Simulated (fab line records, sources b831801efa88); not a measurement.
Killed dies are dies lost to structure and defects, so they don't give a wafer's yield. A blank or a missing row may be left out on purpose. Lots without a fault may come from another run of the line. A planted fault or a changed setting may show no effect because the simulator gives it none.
Problem report in the 8D (eight disciplines) form, filled by code | flow sky130 | the parts of the form that need people (team, actions taken, sign-off) are left out

1. THE PROBLEM
CAPM_TIN_RS at SKY_CAPM_RS_MEAS_03 reads a mean of 3.57 ohm/sq on 2 wafers of 1 lot; wafers without a fault read 6.89 ohm/sq with a standard deviation of 0.079. That is -42 standard deviations from the usual mean.
The step: measures by four-point-probe.
First seen on wafer L377.2, day 40 06:40, on film_metro-04. The record holds 27 wafers of 9 lots with a number at this step. Rule for "out", or "out of limits": more than 4 standard deviations from the usual mean. The other wafers with a number count as sound.

2. WHAT IT IS AND WHAT IT IS NOT
question                    | is                | is not
which readings at this step | CAPM_TIN_RS       | -
which lots                  | L377              | L365, L371, L372, L373, L374, L375, L387, L388
which wafers of those lots  | L377.2, L377.3    | L377.5
read on which gauges        | film_metro-04     | film_metro-01, film_metro-03
when                        | from day 40 06:40 | up to then (19 sound wafers); but 6 sound wafers of L387, L388 came after

3. SUSPECTS, AND WHAT RULES EACH OUT
Counting: a tool at a process step up to the reading stays a suspect if it ran every lot that is out. Sound lots after the first of them don't rule it out here, since some wafers of a struck lot are sound.
- the gauge at SKY_CAPM_RS_MEAS_03: ruled out. All the wafers that are out were read on film_metro-04, but those of them that SKY_CAPM_METAL_ETCH_13 has rows for are out there too, on other tools.
- cmp-02 at SKY_VIA2_CMP_24 (polishes, stops on SiO2, t overpolish 20 s, target thk 0 nm): kept. It ran the lot that is out, L377 (day 40 06:00); its last sound lot up to then is L375 (day 39 09:58).
- pvd_sputter-03 at SKY_CAPM_SPUTTER_02 (material TiN, target thk 200 nm, time 166.7 s): kept. It ran the lot that is out, L377 (day 40 06:32); its last sound lot up to then is L375 (day 39 10:31).
- Within cmp-02 at SKY_VIA2_CMP_24: the wafers that are out ran in chambers 0, 1; their sound lot-mates ran in chamber 2.
Left after counting: cmp-02 at SKY_VIA2_CMP_24, pvd_sputter-03 at SKY_CAPM_SPUTTER_02.

4. THE CAUSE (what the simulator had put in)
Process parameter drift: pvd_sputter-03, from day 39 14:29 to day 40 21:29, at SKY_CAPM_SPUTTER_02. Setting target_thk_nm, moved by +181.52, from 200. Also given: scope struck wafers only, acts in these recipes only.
Counting left 2 suspects, and this tool is among them.

5. THE CHAIN OF EFFECTS, in route order
Each row: a reading whose mean over the struck wafers that have a number lies more than 3 standard deviations from the usual. Only readings for which the record gives a usual standard deviation are gone through. hours: the time from each lot's start at the first step in this table that gives one to its start at this step, as a median over the lots. sigmas: the change in usual standard deviations.
hours | step                   | reading            | usual       | on struck wafers | change | sigmas
0     | SKY_CAPM_RS_MEAS_03    | CAPM_TIN_RS        | 6.89 ohm/sq | 3.57             | -3.32  | -42
0     | SKY_CAPM_THK_MEAS_04   | CAPM_TIN_THK       | 203.3 nm    | 386.0            | +182.7 | +79
23    | SKY_CAPM_METAL_ETCH_13 | oes_product_au     | 0.943 a.u.  | 1.000            | +0.057 | +7.6
23    | SKY_CAPM_METAL_ETCH_13 | throttle_valve_pct | 21.900 %    | 21.864           | -0.035 | -3.6
The process steps in it:
- SKY_CAPM_METAL_ETCH_13: etches TiN in Cl2/BCl3, stops on SiO2, target depth 220 nm, time 62.9 s.

6. WHAT WOULD HAVE CAUGHT IT SOONER
In this record the first reading out of limits at a measuring or inspecting step was taken at day 40 06:40, 16 hours after the fault began at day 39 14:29.
Of the tool readings at SKY_CAPM_SPUTTER_02 for which the record gives a usual standard deviation, none was out on any struck wafer, so an alarm limit of 4 standard deviations on them would not have fired.
All the lots that are out (1) had begun SKY_CAPM_SPUTTER_02 on pvd_sputter-03 by day 40 06:40. A hold on the tool at that time would have spared none of them.
